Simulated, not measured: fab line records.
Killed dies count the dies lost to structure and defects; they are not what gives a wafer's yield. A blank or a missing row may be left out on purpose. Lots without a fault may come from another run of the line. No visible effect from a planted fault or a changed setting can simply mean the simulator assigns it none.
Chamber matching | flow sky130 | SKY_CONTACT_CMP_27 on cmp-01 has 4 sister chambers
The step polishes, stops on SiO2, t overpolish 15 s, target thk 0 nm. 20 wafers are shown with their chamber, then 10 later ones without.

WAFERS PAIRED WITH THEIR CHAMBERS
wafer  | chamber | motor current A (A) | platen rpm (rpm) | time to endpoint s (s)
L554.3 | 3       | 9.5                 | 59.98            | 82.5
L554.4 | 0       | 9.4                 | 59.97            | 81.4
L554.6 | 2       | 12.1                | 59.91            | 82.9
L555.2 | 1       | 10.8                | 59.99            | 84.8
L555.4 | 0       | 9.2                 | 59.97            | 84.1
L555.5 | 1       | 10.9                | 60.04            | 85.3
L558.1 | 3       | 9.6                 | 60.11            | 80.6
L558.3 | 2       | 11.8                | 59.95            | 85.4
L558.4 | 1       | 11.1                | 60.03            | 79.9
L559.1 | 3       | 9.9                 | 60.02            | 77.9
L559.5 | 0       | 8.8                 | 59.97            | 75.9
L559.6 | 3       | 9.4                 | 60.06            | 77.9
L560.2 | 3       | 9.8                 | 60.02            | 79.5
L560.3 | 1       | 10.9                | 59.93            | 82.4
L560.5 | 1       | 10.9                | 60.02            | 78.6
L566.1 | 3       | 10.2                | 59.93            | 83.8
L566.4 | 1       | 10.9                | 59.99            | 79.8
L566.5 | 1       | 10.8                | 59.95            | 81.0
L567.2 | 0       | 8.7                 | 59.99            | 77.1
L567.3 | 1       | 11.2                | 59.99            | 78.8

SIGNATURES (means of the wafers above)
reading            | chamber 0 | chamber 1 | chamber 2 | chamber 3 | scatter within a chamber
motor current A    | 9.025     | 10.938    | 11.950    | 9.733     | 0.243
platen rpm         | 59.9750   | 59.9925   | 59.9300   | 60.0200   | 0.0438
time to endpoint s | 79.625    | 81.325    | 84.150    | 80.367    | 2.77
Rule: a wafer's distance from a chamber is the root of the sum, over the readings, of the square of ((its reading less the chamber's mean) divided by the reading's scatter). The wafer belongs to the nearest chamber; if the next one is less than 2 further off, it can't be placed. The scatter: the root of (the sum of the squares of (reading less its chamber's mean) over the shown wafers, divided by (wafers less chambers)).

WAFERS WHOSE CHAMBER IS MISSING
wafer  | motor current A (A) | platen rpm (rpm) | time to endpoint s (s)
L567.6 | 10.8                | 60.10            | 78.4
L568.3 | 10.5                | 59.95            | 82.3
L568.5 | 10.5                | 60.06            | 81.3
L568.6 | 9.1                 | 59.97            | 82.2
L572.2 | 8.6                 | 60.02            | 78.9
L572.4 | 12.5                | 60.01            | 84.7
L572.6 | 11.4                | 59.94            | 81.9
L576.1 | 9.9                 | 59.97            | 78.4
L576.2 | 10.6                | 59.92            | 74.8
L576.3 | 12.7                | 59.95            | 83.7

WHICH CHAMBER EACH WENT THROUGH
wafer  | from the rows above     | in truth
L567.6 | 1                       | 1
L568.3 | can't be placed: 1 or 3 | 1
L568.5 | can't be placed: 1 or 3 | 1
L568.6 | can't be placed: 0 or 3 | 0
L572.2 | 0                       | 0
L572.4 | 2                       | 2
L572.6 | can't be placed: 1 or 2 | 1
L576.1 | 3                       | 3
L576.2 | can't be placed: 1 or 3 | 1
L576.3 | 2                       | 2
Correct placement for 5 of the 10. These rows do not allow placing 5 (true chamber among the candidates in 5). Number placed wrongly: 0.
